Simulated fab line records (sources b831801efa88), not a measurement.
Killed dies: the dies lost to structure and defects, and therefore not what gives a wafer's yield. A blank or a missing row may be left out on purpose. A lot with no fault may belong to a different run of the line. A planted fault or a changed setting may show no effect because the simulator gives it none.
fab line records + flow sky130
[record]
- lots = 5
- wafers = 15
- lastDay = 50
route steps=708 shown NWELL@63 PAD_OPEN@708
lots untouched by any fault: they come from a run of this same line in which no faults occurred
startH: start of the lot's first displayed wafer, in hours after the record's first day + waitH: time in hours since the lot's previous step + " repeats the value in the row above + L1.1+2: a row that stands for several wafers + - no value, or no start was given + * or withheld: withheld + < > ~ a bound
route shown NAME@n: NAME is a module with steps in the file, n the number in the route of the first one + usual: mean and standard deviation over wafers with no fault + same: alike in all rows + chamber/n: place in a boat + sites: readings site by site + _std_site: their standard deviation + _edge_site: outer sites' mean less inner sites' + radiusMm: for every site, how far away it sits from the centre of the wafer + mask NAME#n: copy n + behind: tool/chamber where the wafer was last shaped + hold: the reason the lot was held/the length of the hold in hours/how it ended + device: transistor that didn't switch, given as n, p or np + end of line: the route-end tests of the same wafers + a step without rows: its recipe alone + killed: at the first sort, the dies lost to defects and structure; wafer yield is something else + map: a wafer's dies, x killed, . not, _ none there
set.NAME: setting as actually run; set.NAME@STEP: the setting as run at that earlier step + model.NAME: the simulator's own value behind a step, which no gauge read
lots at some steps of the route; a table a step, a row a wafer
services: the hour from which a tool's chamber was out of use, counted from the record's first day as startH (under 0 if before that day), plus the number of hours and why
[[steps]]
[step SKY_NWELL_OVL_MEAS_10]
[usual]
- NWELL_00_OVL = -0.9/1.2
| lot.wafer | tool       | chamber | startH | waitH | NWELL_00_OVL[nm] |
|-----------|------------|---------|--------|-------|------------------|
| L136.2    | overlay-01 | -       | 113.38 | -     | -1.4             |
| L136.3    | "          | -       | "      | "     | -0.5             |
| L136.5    | "          | -       | "      | "     | -0.6             |
| L137.1    | overlay-02 | -       | 115.54 | -     | -1.4             |
| L137.3    | "          | -       | "      | "     | -0.1             |
| L137.5    | "          | -       | "      | "     | -1.1             |
| L145.3    | overlay-01 | -       | 162.09 | -     | -1.0             |
| L145.5    | "          | -       | "      | "     | -2.9             |
| L145.6    | "          | -       | "      | "     | -1.7             |
| L149.1    | overlay-01 | -       | 184.59 | -     | 0.2              |
| L149.5    | "          | -       | "      | "     | -0.7             |
| L149.6    | "          | -       | "      | "     | -0.6             |
| L151.1    | overlay-01 | -       | 199.93 | -     | -2.0             |
| L151.2    | "          | -       | "      | "     | -0.6             |
| L151.6    | "          | -       | "      | "     | -1.6             |
[step SKY_NWELL_IMPLANT_11]
[recipe]
- species = P
- energyKev = 400
- doseCm2 = 1.9e+13
- tiltDeg = withheld
[step SKY_NWELL_IMPLANT_12]
[recipe]
- species = P
- energyKev = 120
- doseCm2 = 1.3e+12
- tiltDeg = withheld
[step SKY_NWELL_IMPLANT_13]
[recipe]
- species = P
- energyKev = 50
- doseCm2 = 7e+11
- tiltDeg = withheld
[step SKY_NWELL_STRIP_14]
[recipe]
- chemistry = O2/N2
- powerW = 1400
- pressureMtorr = 1500
- platenTempC = withheld
- o2FlowSccm = 3000
- n2FlowSccm = 300
- overashFraction = 0.5
[usual]
- drypumpMotorCurrentA = 5.5/0.4
- o2FlowSccm = 3000/11
- oesProductAu = 0.723/0.0047
- stripTimeToEndpointS = 36.87/0.12
| lot.wafer | tool           | chamber | startH | waitH | drypumpMotorCurrentA | o2FlowSccm | oesProductAu | rfHoursCounterH | stripTimeToEndpointS |
|-----------|----------------|---------|--------|-------|----------------------|------------|--------------|-----------------|----------------------|
| L136.2    | plasmaAsher-03 | 1       | 113.86 | 0.1   | 6.1                  | 2994       | 0.724        | 37              | 37.04                |
| L136.3    | "              | 0       | "      | "     | 5.4                  | 3005       | 0.716        | -               | 37.00                |
| L136.5    | "              | 0       | "      | "     | 5.3                  | 2996       | 0.726        | -               | 37.01                |
| L137.1    | plasmaAsher-02 | 1       | 116.03 | 0.1   | 5.2                  | 2996       | 0.729        | 32              | 36.96                |
| L137.3    | "              | 1       | "      | "     | 5.2                  | 2996       | 0.724        | -               | 36.90                |
| L137.5    | "              | 1       | "      | "     | 5.2                  | 2992       | 0.725        | -               | 36.86                |
| L145.3    | plasmaAsher-01 | 0       | 162.60 | 0.1   | 5.0                  | 3001       | 0.725        | -               | 36.92                |
| L145.5    | "              | 1       | "      | "     | 5.8                  | 2996       | 0.728        | -               | 36.92                |
| L145.6    | "              | 0       | "      | "     | 5.0                  | 3002       | 0.723        | -               | 36.86                |
| L149.1    | plasmaAsher-03 | 0       | 185.08 | 0.1   | 5.4                  | 2995       | 0.726        | 44              | 36.87                |
| L149.5    | "              | 1       | "      | "     | 6.1                  | 3017       | 0.719        | -               | 36.82                |
| L149.6    | "              | 0       | "      | "     | 5.4                  | 2994       | 0.709        | -               | 36.80                |
| L151.1    | plasmaAsher-01 | 0       | 200.41 | 0.1   | 5.0                  | 2998       | 0.721        | 8               | 36.88                |
| L151.2    | "              | 1       | "      | "     | 5.9                  | 3015       | 0.721        | 8               | 36.84                |
| L151.6    | "              | 1       | "      | "     | 5.8                  | 3016       | 0.716        | -               | 36.78                |
[step SKY_NWELL_TW_MEAS_15]
[usual]
- NWELL_TW = 1828/12
| lot.wafer | tool         | chamber | startH | waitH | NWELL_TW |
|-----------|--------------|---------|--------|-------|----------|
| L136.2    | filmMetro-03 | -       | 113.97 | 0.1   | 1819     |
| L136.3    | "            | -       | "      | "     | 1824     |
| L136.5    | "            | -       | "      | "     | 1823     |
| L137.1    | filmMetro-02 | -       | 116.13 | 0.1   | 1841     |
| L137.3    | "            | -       | "      | "     | 1840     |
| L137.5    | "            | -       | "      | "     | 1834     |
| L145.3    | filmMetro-02 | -       | 162.68 | 0.1   | 1828     |
| L145.5    | "            | -       | "      | "     | 1837     |
| L145.6    | "            | -       | "      | "     | 1830     |
| L149.1    | filmMetro-03 | -       | 185.18 | 0.1   | 1846     |
| L149.5    | "            | -       | "      | "     | 1827     |
| L149.6    | "            | -       | "      | "     | 1831     |
| L151.1    | filmMetro-01 | -       | 200.51 | 0.1   | 1813     |
| L151.2    | "            | -       | "      | "     | 1818     |
| L151.6    | "            | -       | "      | "     | 1816     |
[step SKY_NWELL_DEHYDRATE_16]
[recipe]
- tempC = 200
- timeS = 60
[step SKY_NWELL_HMDS_17]
[recipe]
- primeTimeS = 60
- primeTempC = 120
[step SKY_NWELL_COAT_18]
[recipe]
- spinRpm = 2000
- resistThkNm = 3000
[step SKY_NWELL_SOFTBAKE_19]
[recipe]
- tempC = 110
- timeS = withheld
[step SKY_NWELL_EXPOSE_20]
[recipe]
- maskId = NWM_COMPLEMENT
- na = 0.6
- sourceShape = conventional
- sigmaOuter = 0.6
- polarization = unpolarized
- targetCdNm = 840
- doseMj = 260
[step SKY_NWELL_PEB_21]
[recipe]
- tempC = 115
- timeS = withheld
[step SKY_NWELL_DEVELOP_22]
[recipe]
- wallAngleDeg = 90
- developer = TMAH
- developTimeS = 60
- devTempC = 23
| lot.wafer  | tool          | chamber | startH | waitH |
|------------|---------------|---------|--------|-------|
| L136.2+3+5 | lithoTrack-01 | 0       | 133    | -     |
| L137.1+3+5 | lithoTrack-01 | 0       | 135    | -     |
| L145.3+5+6 | lithoTrack-03 | 0       | 184    | -     |
| L149.1+5+6 | lithoTrack-01 | 0       | 206    | -     |
| L151.1+2+6 | lithoTrack-04 | 0       | 222    | -     |
[step SKY_NWELL_OVL_MEAS_23]
[usual]
- NWELL_01_OVL = 0.6/1.2
| lot.wafer | tool       | chamber | startH | waitH | NWELL_01_OVL[nm] |
|-----------|------------|---------|--------|-------|------------------|
| L136.2    | overlay-02 | -       | 133.38 | -     | 1.5              |
| L136.3    | "          | -       | "      | "     | 1.5              |
| L136.5    | "          | -       | "      | "     | -0.3             |
| L137.1    | overlay-02 | -       | 135.78 | -     | -0.4             |
| L137.3    | "          | -       | "      | "     | -2.5             |
| L137.5    | "          | -       | "      | "     | -1.4             |
| L145.3    | overlay-02 | -       | 184.55 | -     | 2.1              |
| L145.5    | "          | -       | "      | "     | -                |
| L145.6    | "          | -       | "      | "     | -                |
| L149.1    | overlay-01 | -       | 206.38 | -     | 0.2              |
| L149.5    | "          | -       | "      | "     | 1.0              |
| L149.6    | "          | -       | "      | "     | 1.9              |
| L151.1    | overlay-02 | -       | 222.29 | -     | 0.8              |
| L151.2    | "          | -       | "      | "     | 1.6              |
| L151.6    | "          | -       | "      | "     | 1.0              |
[step SKY_NWELL_IMPLANT_24]
[recipe]
- species = B
- energyKev = 140
- doseCm2 = 9.2e+12
- tiltDeg = withheld
[step SKY_NWELL_STRIP_25]
[recipe]
- chemistry = O2/N2
- powerW = 1400
- pressureMtorr = 1500
- platenTempC = withheld
- o2FlowSccm = 3000
- n2FlowSccm = 300
- overashFraction = 0.5
[usual]
- drypumpMotorCurrentA = 5.5/0.39
- o2FlowSccm = 3000/9.5
- oesProductAu = 0.722/0.0045
- stripTimeToEndpointS = 36.91/0.1
| lot.wafer | tool           | chamber | startH | waitH | drypumpMotorCurrentA | o2FlowSccm | oesProductAu | rfHoursCounterH | stripTimeToEndpointS |
|-----------|----------------|---------|--------|-------|----------------------|------------|--------------|-----------------|----------------------|
| L136.2    | plasmaAsher-01 | 0       | 133.56 | 0.1   | 5.0                  | 3013       | 0.724        | 2               | 36.83                |
| L136.3    | "              | 0       | "      | "     | 5.0                  | 3000       | 0.714        | -               | 36.79                |
| L136.5    | "              | 1       | "      | "     | 5.8                  | 3007       | 0.723        | -               | 36.76                |
| L137.1    | plasmaAsher-01 | 0       | 135.96 | 0.1   | 5.0                  | 2992       | 0.724        | 2               | 37.04                |
| L137.3    | "              | 1       | "      | "     | 5.8                  | 2998       | 0.723        | -               | 36.92                |
| L137.5    | "              | 1       | "      | "     | 5.9                  | 2992       | 0.719        | -               | 36.86                |
| L145.3    | plasmaAsher-01 | 0       | 184.76 | 0.1   | 4.9                  | 2988       | 0.727        | -               | 37.06                |
| L145.5    | "              | 0       | "      | "     | 5.0                  | 2998       | 0.721        | -               | 37.21                |
| L145.6    | "              | 1       | "      | "     | 5.8                  | 2990       | 0.727        | -               | 37.16                |
| L149.1    | plasmaAsher-03 | 0       | 206.56 | 0.1   | 5.4                  | 2999       | 0.723        | 46              | 37.08                |
| L149.5    | "              | 1       | "      | "     | 6.1                  | 2999       | 0.721        | -               | 36.94                |
| L149.6    | "              | 0       | "      | "     | 5.4                  | 3005       | 0.723        | -               | 36.81                |
| L151.1    | plasmaAsher-03 | 0       | 222.48 | 0.1   | 5.4                  | 2985       | 0.718        | 48              | 37.04                |
| L151.2    | "              | 1       | "      | "     | 6.1                  | 3020       | 0.723        | 48              | 36.94                |
| L151.6    | "              | 0       | "      | "     | 5.3                  | 3001       | 0.725        | -               | 37.02                |
[step SKY_NWELL_TW_MEAS_26]
[usual]
- NWELL_2_TW = 497/3.1
| lot.wafer | tool         | chamber | startH | waitH | NWELL_2_TW |
|-----------|--------------|---------|--------|-------|------------|
| L136.2    | filmMetro-01 | -       | 133.67 | 0.1   | 495        |
| L136.3    | "            | -       | "      | "     | 493        |
| L136.5    | "            | -       | "      | "     | 494        |
| L137.1    | filmMetro-02 | -       | 136.06 | 0.1   | 498        |
| L137.3    | "            | -       | "      | "     | 496        |
| L137.5    | "            | -       | "      | "     | 498        |
| L145.3    | filmMetro-03 | -       | 184.85 | 0.1   | 502        |
| L145.5    | "            | -       | "      | "     | 30         |
| L145.6    | "            | -       | "      | "     | 30         |
| L149.1    | filmMetro-01 | -       | 206.66 | 0.1   | 495        |
| L149.5    | "            | -       | "      | "     | 495        |
| L149.6    | "            | -       | "      | "     | 492        |
| L151.1    | filmMetro-03 | -       | 222.58 | 0.1   | 496        |
| L151.2    | "            | -       | "      | "     | 497        |
| L151.6    | "            | -       | "      | "     | 498        |
[step SKY_NWELL_CLEAN_27]
[recipe]
- chemistry = SC1/SC2
- mix = 1:4:20
- tempC = 70
- timeS = 150
- dry = n2Spin
[step SKY_PAD_OPEN_PROBE_99]
[usual]
- killed_at_M0_to_M3 = 44/7.2
- killed_at_M4_up = 2.9/1.8
- killedAtContacts = 24/5.2
- killedAtFrontEnd = 15/4
- killedAtOther = 0.2/0.49
- killedDies = 85/9.1
- killedOnRim = 17/3.7
- killedOpen = 47/6.8
- killedShort = 38/5.7
[same]
- grossDies = 492
- killedAtBackSide = 0
| lot.wafer | tool      | chamber | startH  | waitH | killed_at_M0_to_M3 | killed_at_M4_up | killedAtContacts | killedAtFrontEnd | killedAtOther | killedDies | killedOnRim | killedOpen | killedShort |
|-----------|-----------|---------|---------|-------|--------------------|-----------------|------------------|------------------|---------------|------------|-------------|------------|-------------|
| L145.5    | prober-02 | -       | 1167.22 | 0.2   | 50                 | 1               | 31               | 410              | 0             | 492        | 96          | 60         | 39          |
| L145.6    | prober-02 | -       | 1167.27 | 0.2   | 50                 | 4               | 26               | 411              | 1             | 492        | 96          | 59         | 35          |
| L149.1    | prober-02 | -       | 1186.57 | 0.1   | 44                 | 1               | 32               | 13               | 0             | 90         | 16          | 53         | 37          |
| L149.5    | prober-02 | -       | 1186.77 | 0.2   | 40                 | 4               | 29               | 22               | 0             | 95         | 16          | 54         | 41          |
| L149.6    | prober-02 | -       | 1186.82 | 0.2   | 49                 | 2               | 21               | 10               | 0             | 82         | 15          | 55         | 27          |
| L151.1    | prober-02 | -       | 1198.71 | 0.1   | 40                 | 2               | 26               | 25               | 0             | 93         | 25          | 50         | 43          |
| L151.2    | prober-02 | -       | 1198.76 | 0.1   | 50                 | 5               | 31               | 18               | 0             | 104        | 19          | 59         | 45          |
| L151.6    | prober-02 | -       | 1198.96 | 0.2   | 36                 | 1               | 29               | 19               | 0             | 85         | 10          | 54         | 31          |
// killed by level:class
L145.5 NWELL:areaDevelop=393 VIA1:geometricParticle:open=14 LI_CONTACT:geometricParticle:open=13 VIA1:geometricParticle:short=9 VIA3:geometricParticle:open=8 CONTACT:geometricParticle:open=7 POLY_GATE:geometricParticle:open=7 VIA2:geometricParticle:open=5
L145.6 NWELL:areaDevelop=398 VIA1:geometricParticle:open=17 CONTACT:geometricParticle:open=12 VIA3:geometricParticle:short=7 VIA3:geometricParticle:open=7 POLY_GATE:geometricParticle:open=6 LI_CONTACT:geometricParticle:open=6 VIA1:geometricParticle:short=6
L149.1 CONTACT:geometricParticle:open=14 VIA1:geometricParticle:open=10 LI_CONTACT:geometricParticle:open=9 METAL2:geometricParticle:short=9 FIELD_ISO:geometricParticle:open=6 VIA2:geometricParticle:open=5 LI_CONTACT:geometricParticle:short=4 METAL3:geometricParticle:short=4
L149.5 CONTACT:geometricParticle:open=10 VIA1:geometricParticle:short=10 VIA1:geometricParticle:open=10 VIA2:geometricParticle:open=9 LI_CONTACT:geometricParticle:open=8 FIELD_ISO:geometricParticle:short=6 FIELD_ISO:geometricParticle:open=5 CONTACT:geometricParticle:short=5
L149.6 VIA3:geometricParticle:open=12 CONTACT:geometricParticle:open=10 VIA1:geometricParticle:open=8 VIA2:geometricParticle:open=7 VIA3:geometricParticle:short=5 METAL2:geometricParticle:short=4 LI_CONTACT:geometricParticle:open=4 VIA1:geometricParticle:short=4
L151.1 CONTACT:geometricParticle:open=12 VIA1:geometricParticle:open=9 VIA3:geometricParticle:open=9 FIELD_ISO:geometricParticle:open=6 FIELD_ISO:geometricParticle:short=5 POLY_GATE:geometricParticle:short=5 CONTACT:geometricParticle:short=5 POLY_CUT:geometricParticle:short=5
L151.2 VIA1:geometricParticle:open=13 LI_CONTACT:geometricParticle:open=10 CONTACT:geometricParticle:open=9 CONTACT:geometricParticle:short=7 METAL1:geometricParticle:short=7 VIA2:geometricParticle:open=6 METAL2:geometricParticle:open=5 VIA3:geometricParticle:short=5
L151.6 CONTACT:geometricParticle:open=13 VIA1:geometricParticle:open=13 VIA3:geometricParticle:open=7 LI_CONTACT:geometricParticle:open=6 CONTACT:geometricParticle:short=5 POLY_GATE:geometricParticle:open=4 VIA2:geometricParticle:open=4 FIELD_ISO:geometricParticle:short=3
// map L145.5 (x killed, . not)
__________xxxxxxxxxx_________
________xxxxxxxxxxxxxx_______
______xxxxxxxxxxxxxxxxxx_____
_____xxxxxxxxxxxxxxxxxxxx____
____xxxxxxxxxxxxxxxxxxxxxx___
___xxxxxxxxxxxxxxxxxxxxxxxx__
__xxxxxxxxxxxxxxxxxxxxxxxxxx_
_xxxxxxxxxxxxxxxxxxxxxxxxxxxx
_xxxxxxxxxxxxxxxxxxxxxxxxxxxx
_xxxxxxxxxxxxxxxxxxxxxxxxxxxx
_xxxxxxxxxxxxxxxxxxxxxxxxxxxx
_xxxxxxxxxxxxxxxxxxxxxxxxxxxx
_xxxxxxxxxxxxxxxxxxxxxxxxxxxx
_xxxxxxxxxxxxxxxxxxxxxxxxxxxx
_xxxxxxxxxxxxxxxxxxxxxxxxxxxx
__xxxxxxxxxxxxxxxxxxxxxxxxxx_
___xxxxxxxxxxxxxxxxxxxxxxxx__
____xxxxxxxxxxxxxxxxxxxxxx___
_____xxxxxxxxxxxxxxxxxxxx____
______xxxxxxxxxxxxxxxxxx_____
________xxxxxxxxxxxxxx_______
__________xxxxxxxxxx_________
// map L151.2 (x killed, . not)
__________...x.x..xx_________
________....x........._______
______..x.x............x_____
_____....x.xxx...........____
____....xx.x.....x....x.x.___
___...x..x.....x..x.x..x...__
__x....xx...x.x.x..........._
_..........x....x.....x......
_...x......x.....x.x...x.....
_........x.x..x.........x...x
_....x.xx...xx...x....xx...xx
_..x..x..x....x......x.....x.
_x......x..........x..x..x...
_xx....x..x.xx......x........
_..x.x..x....x....xxx..x...x.
__...x.....x.x.x.......xxx.x_
___.x...................x..__
____x..x......x.x..x....x.___
_____..x..x...x..........____
______...x.......x......_____
________.........x...._______
__________..x...x..._________
[[services]]
| tool           | chamber | startH | hours | kind      |
|----------------|---------|--------|-------|-----------|
| plasmaAsher-01 | -       | 108.75 | 9.0   | pm        |
| plasmaAsher-01 | 0       | 108.75 | 9.0   | ventCycle |
| plasmaAsher-01 | 1       | 108.75 | 9.0   | ventCycle |
| plasmaAsher-01 | 0       | 117.75 | -     | clean     |
| plasmaAsher-01 | 1       | 117.75 | -     | clean     |
| plasmaAsher-02 | -       | 181.92 | 0.7   | repair    |
| plasmaAsher-02 | -       | 197.13 | 12.9  | repair    |
[[key]]
[firstSign]
- step = SKY_NWELL_OVL_MEAS_23
- reading = NWELL_01_OVL
- direction = missing
[effect]
- step = SKY_NWELL_TW_MEAS_26
- reading = NWELL_2_TW
- direction = down
- sigmas = 99+
- usual = 497
- struck = 30
[effect]
- step = SKY_PAD_OPEN_PROBE_99
- reading = killedAtFrontEnd
- direction = up
- sigmas = 99+
- usual = 15
- struck = 410
[moreKillsBornAt]
- SKY_NWELL_DEVELOP_22@lithoTrack-03 = 791
metAt SKY_NWELL_DEVELOP_22
struckWafers L145.5,L145.6
testerLeftOut L145
[fault]
- kind = processParameterDrift
- tool = lithoTrack-03
- chamber = -
- onsetH = 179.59
- steps = SKY_NWELL_DEVELOP_22
- channel = developTimeS
- offset = *
- shape = step
- endH = 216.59
- scope = struckWafersOnly
- actsIn = *
- stated = *
// testerLeftOut: of these lots the tester's yield and bins aren't shown, on N5 and GAA mostly nor the transistor test; their killed dies are dies lost to structure and defects alone, not to doping, threshold or leakage, so they don't give the yield
